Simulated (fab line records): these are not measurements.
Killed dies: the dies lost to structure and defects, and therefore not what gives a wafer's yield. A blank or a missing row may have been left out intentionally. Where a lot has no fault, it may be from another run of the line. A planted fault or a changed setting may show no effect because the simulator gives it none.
Struck lot and sound lot, side by side | flow sky130 | 23 out of 708 route steps
Sound: these wafers, L148.1, L148.2, L148.3. Wafers L158.1, L158.4, L158.6 were the ones struck. The cause is given at the end.
For every step that has rows: the tool of each side, followed by ch and its chambers, followed by its first start. Under that, the readings that differ: sound wafers | struck wafers | difference of the means | sigmas: that difference in standard deviations of wafers without a fault.
alike: same words and numbers on both sides, and readings whose means sit less than 2 such deviations apart. not compared: any withheld reading, any reading some wafer has no value for, any bound like >300 that may hide the same value, and any number with overlapping values for which the record gives no deviation.
A row with sigmas, a row that says differs or no value, or rows on one side alone: a step with any of these is where the two part. When numbers do not overlap yet have no deviation, they are printed without sigmas and do not part them. A reading that every wafer of one side lacks parts them only if that side has two wafers or more.

SKY_SD_N_RS_MEAS_16: the measuring method here is four-point-probe.
  sound: film_metro-04 at day 31 14:23; struck: film_metro-03 at day 34 12:34
  alike: SD_N_RS
SKY_SD_N_RS_MEAS_17: the measuring method here is four-point-probe.
  sound: film_metro-04 at day 31 14:30; struck: film_metro-03 at day 34 12:41
  alike: SD_P_RS
SKY_SD_N_RS_MEAS_18: the measuring method here is four-point-probe.
  sound: film_metro-04 at day 31 14:37; struck: film_metro-03 at day 34 12:49
  alike: RES_XHIGH_RS
then, 2 steps without rows for these wafers: SKY_SALICIDE_CLEAN_00 (cleans in HF-last, time 30 s); SKY_LI_CONTACT_HDPCVD_00 (deposits PSG, target thk 930 nm, time 155 s).
SKY_LI_CONTACT_THK_MEAS_01:
  sound: film_metro-03 at day 31 14:52; struck: film_metro-04 at day 34 13:03
  alike: LI_CONTACT_HDPCVD_THK
SKY_LI_CONTACT_CMP_02: polishes PSG.
  sound on cmp-02 ch 0,1,2, day 31 14:55; struck on cmp-01 ch 0,1,2, day 34 13:13
  alike: motor_current_A, time_to_endpoint_s
SKY_LI_CONTACT_BOW_MEAS_03:
  sound: film_metro-02 at day 31 15:13; struck: film_metro-02 at day 34 13:25
  alike: LI_CONTACT_BOW
then, 3 steps without rows for these wafers: SKY_LI_CONTACT_DEHYDRATE_04 (time 60 s); SKY_LI_CONTACT_HMDS_05 (prime time 60 s); SKY_LI_CONTACT_COAT_06 (resist thk 60 nm).
SKY_LI_CONTACT_COAT_07: resist thk 450 nm.
  sound on litho_track-04 ch 0, day 32 04:00; struck on litho_track-04 ch 0, day 35 02:00
  reading                                           | sound                | struck               | difference | sigmas
  spin_speed_rpm (rpm)                              | 3000.8 3003.0 3001.9 | 3119.3 3116.9 3116.0 | +115.5     | +55
  model.KrF-thick_of_LI_CONTACT_COAT_07.thk_nm (nm) | 450.9 449.8 450.6    | 439.9 439.9 441      | -10.2      |
  alike: resist_line_temp_C
then, 4 steps without rows for these wafers: SKY_LI_CONTACT_SOFTBAKE_08 (time 90 s); SKY_LI_CONTACT_EXPOSE_09 (exposes mask LICM1, target cd 170 nm); SKY_LI_CONTACT_PEB_10; SKY_LI_CONTACT_DEVELOP_11 (develop time 60 s).
SKY_LI_CONTACT_CD_MEAS_12: the cd target is 170 nm.
  sound: cd_sem-01 at day 32 18:22; struck: cd_sem-01 at day 35 16:31
  alike: cd_nm
SKY_LI_CONTACT_OVL_MEAS_13:
  sound: overlay-01 at day 32 18:29; struck: overlay-02 at day 35 16:38
  alike: LI_CONTACT_OVL
SKY_LI_CONTACT_ETCH_14: etches BARC in N2/H2, stops on SiO2, time 45.9 s, target depth 60 nm.
  sound on rie_diel-02 ch 0,2,3, day 32 18:32; struck on rie_diel-04 ch 1,2, day 35 16:41
  alike: drypump_motor_current_A, oes_product_au, rf_fwd_power_W, throttle_valve_pct
  not compared: rf_hours_counter_h
SKY_LI_CONTACT_ETCH_15: etches PSG in C4F8/O2/Ar, stops on Si, target depth 600 nm.
  sound on rie_diel-02 ch 0,2,3, day 32 18:34; struck on rie_diel-04 ch 1,2, day 35 16:43
  reading                                           | sound             | struck            | difference | sigmas
  model.KrF-thick_of_LI_CONTACT_COAT_07.thk_nm (nm) | 232.2 229.1 233.1 | 219.7 220.8 222.4 | -10.5      |
  alike: oes_product_au, rf_fwd_power_W
SKY_LI_CONTACT_STRIP_16: strips in O2/N2.
  sound on plasma_asher-02 ch 0,1, day 32 18:39; struck on plasma_asher-01 ch 0,1, day 35 16:48
  reading                      | sound             | struck            | difference | sigmas
  strip_time_to_endpoint_s (s) | 3.511 3.467 3.508 | 3.361 3.392 3.394 | -0.113     | -4
  alike: drypump_motor_current_A, o2_flow_sccm, oes_product_au
  not compared: rf_hours_counter_h
then, 2 steps without rows for these wafers: SKY_LI_CONTACT_CLEAN_17 (cleans in NMP, time 600 s); SKY_PAD_OPEN_PROBE_99.

## WHERE THEY PART
Earliest at SKY_LI_CONTACT_COAT_07; latest, in this record, at SKY_LI_CONTACT_STRIP_16.

WHY: what had been put in by the simulator
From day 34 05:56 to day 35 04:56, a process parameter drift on litho_track-04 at SKY_LI_CONTACT_COAT_07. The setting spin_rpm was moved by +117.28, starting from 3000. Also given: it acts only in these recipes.
